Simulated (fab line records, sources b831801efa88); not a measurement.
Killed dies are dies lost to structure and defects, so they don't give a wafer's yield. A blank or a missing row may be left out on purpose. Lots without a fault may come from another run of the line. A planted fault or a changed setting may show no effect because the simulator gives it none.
Which tool did it? | flow sky130 | 11 lots, 33 wafers sampled, at 5 steps of a route of 708

WHAT THE GAUGES READ, wafer by wafer
SKY_NWELL_THK_MEAS_02.
lot  | measured    | on            | NWELL_OXIDATION_THK (nm)
L712 | day 2 11:50 | film_metro-01 | 10.14 10.29 10.07
L713 | day 2 15:58 | film_metro-04 | 10.35 10.23 10.37
L714 | day 2 20:53 | film_metro-04 | 10.08 10.05 10.08
L715 | day 3 03:41 | film_metro-04 | 9.95 9.94 10.05
L716 | day 3 10:13 | film_metro-03 | 10.12 10.12 10.07
L717 | day 3 14:26 | film_metro-01 | 10.24 10.18 10.23
L718 | day 3 18:03 | film_metro-04 | 10.59 10.53 10.35
L720 | day 4 16:18 | film_metro-03 | 9.98 10.05 9.88
L721 | day 4 16:17 | film_metro-04 | 10.02 9.95 9.94
L722 | day 4 18:19 | film_metro-04 | 10.34 10.02 10.05
L723 | day 5 01:46 | film_metro-03 | 9.74 9.57 9.47

SKY_DNWELL_TW_MEAS_09.
lot  | measured    | on            | DNWELL_TW
L712 | day 3 04:14 | film_metro-04 | 1118 1115 1124
L713 | day 3 08:03 | film_metro-01 | 1130 1138 1136
L714 | day 3 12:55 | film_metro-04 | 1125 1126 1120
L715 | day 3 19:23 | film_metro-01 | 1128 1127 1129
L716 | day 4 04:22 | film_metro-03 | 1106 1110 1110
L717 | day 4 06:47 | film_metro-01 | 1126 1122 1130
L718 | day 4 10:34 | film_metro-01 | 1117 1119 1120
L720 | day 5 10:12 | film_metro-01 | 2039 2036 2034 2042 2036 2037
L721 | day 5 09:54 | film_metro-03 | 1990 1994 1980 1981 1992 1998
L722 | day 5 12:00 | film_metro-01 | 2023 2041 2022 2028 2027 2024
L723 | day 5 20:01 | film_metro-03 | 1986 1989 2000 1978 1990 1983

SKY_PWDE_TW_MEAS_10.
lot  | measured    | on            | PWDE_TW
L712 | day 3 20:21 | film_metro-01 | 377 378 377
L713 | day 4 00:16 | film_metro-01 | 377 376 376
L714 | day 4 05:23 | film_metro-01 | 372 373 371
L715 | day 4 12:00 | film_metro-03 | 371 370 370
L716 | day 4 20:39 | film_metro-01 | 374 375 376
L717 | day 4 23:51 | film_metro-03 | 368 368 371
L718 | day 5 03:00 | film_metro-04 | 374 374 374

WHICH TOOL RAN EACH LOT (tool, then ch and the chambers of the sampled wafers, then the start)
lot  | SKY_FIELD_ISO_ETCH_15             | SKY_DNWELL_IMPLANT_07
L712 | rie_diel-02 ch 0,1,2, day 2 06:10 | implanter-01 ch 0, day 3 03:59
L713 | rie_diel-03 ch 1,2,3, day 2 10:10 | implanter-01 ch 0, day 3 07:49
L714 | rie_diel-03 ch 2,3, day 2 15:13   | implanter-04 ch 0, day 3 12:40
L715 | rie_diel-03 ch 1,2,3, day 2 20:55 | implanter-04 ch 0, day 3 19:08
L716 | rie_diel-02 ch 0,3, day 3 02:54   | implanter-04 ch 0, day 4 04:09
L717 | rie_diel-01 ch 1,2,3, day 3 08:18 | implanter-03 ch 0, day 4 06:32
L718 | rie_diel-03 ch 0,1,2, day 3 11:22 | implanter-04 ch 0, day 4 10:21
L720 | rie_diel-02 ch 0,1,3, day 4 02:49 | implanter-04 ch 0, day 5 09:58
L721 | rie_diel-03 ch 0,3, day 4 05:25   | implanter-01 ch 0, day 5 09:39
L722 | rie_diel-02 ch 2,3, day 4 10:49   | implanter-04 ch 0, day 5 11:46
L723 | rie_diel-01 ch 0,1,2, day 4 13:30 | implanter-01 ch 0, day 5 19:46
- SKY_FIELD_ISO_ETCH_15: etches the open film in CHF3/O2, stops on Si, target depth 180 nm, time 72 s.
- SKY_DNWELL_IMPLANT_07

WHAT THE TOOLS THEMSELVES READ (means of the sampled wafers that have a number; where no wafer has one, the mark that the record gives instead)
SKY_FIELD_ISO_ETCH_15.
lot  | tool        | chamber_pressure_mTorr (mTorr) | drypump_motor_current_A (A) | oes_product_au (a.u.) | throttle_valve_pct (%)
L712 | rie_diel-02 | 40.00                          | 5.7                         | 0.947                 | 8.840
L713 | rie_diel-03 | 40.00                          | 5.7                         | 0.945                 | 8.844
L714 | rie_diel-03 | 39.99                          | 5.6                         | 0.945                 | 8.844
L715 | rie_diel-03 | 39.98                          | 5.7                         | 0.945                 | 8.840
L716 | rie_diel-02 | 40.00                          | 5.0                         | 0.943                 | 8.845
L717 | rie_diel-01 | 39.99                          | 5.8                         | 0.945                 | 8.838
L718 | rie_diel-03 | 40.00                          | 5.7                         | 0.944                 | 8.854
L720 | rie_diel-02 | 40.03                          | 5.4                         | 0.951                 | 8.845
L721 | rie_diel-03 | 40.02                          | 5.3                         | 0.945                 | 8.846
L722 | rie_diel-02 | 39.99                          | 5.1                         | 0.952                 | 8.841
L723 | rie_diel-01 | 39.98                          | 5.6                         | 0.939                 | 8.852

THE ANSWER, worked out from the rows above alone
Rule: what is usual is taken from the lots themselves. Put in order of their means at a reading, lots are off if they are a third of the lots or fewer, leave a main group of 4 or more, and stand apart from it by a gap of 3 or more times the standard deviation of the main group's means; of several such gaps the widest counts. A main group whose means are all the same, to the digits that the tables above print for the reading, isn't used. A lot without any number at a reading at which 4 lots or more have one is off too. The other lots that the step has rows for count as sound. The gauges are gone through in route order, then the tools' own readings, and for those a lot's mean is taken as printed above. The first step at which some lot is off is used, and at that step the reading that is off furthest; a lot without a number counts as furthest.
No lot is off at any reading shown: from this, nothing can be told.

WHAT THE SIMULATOR HAD PUT IN
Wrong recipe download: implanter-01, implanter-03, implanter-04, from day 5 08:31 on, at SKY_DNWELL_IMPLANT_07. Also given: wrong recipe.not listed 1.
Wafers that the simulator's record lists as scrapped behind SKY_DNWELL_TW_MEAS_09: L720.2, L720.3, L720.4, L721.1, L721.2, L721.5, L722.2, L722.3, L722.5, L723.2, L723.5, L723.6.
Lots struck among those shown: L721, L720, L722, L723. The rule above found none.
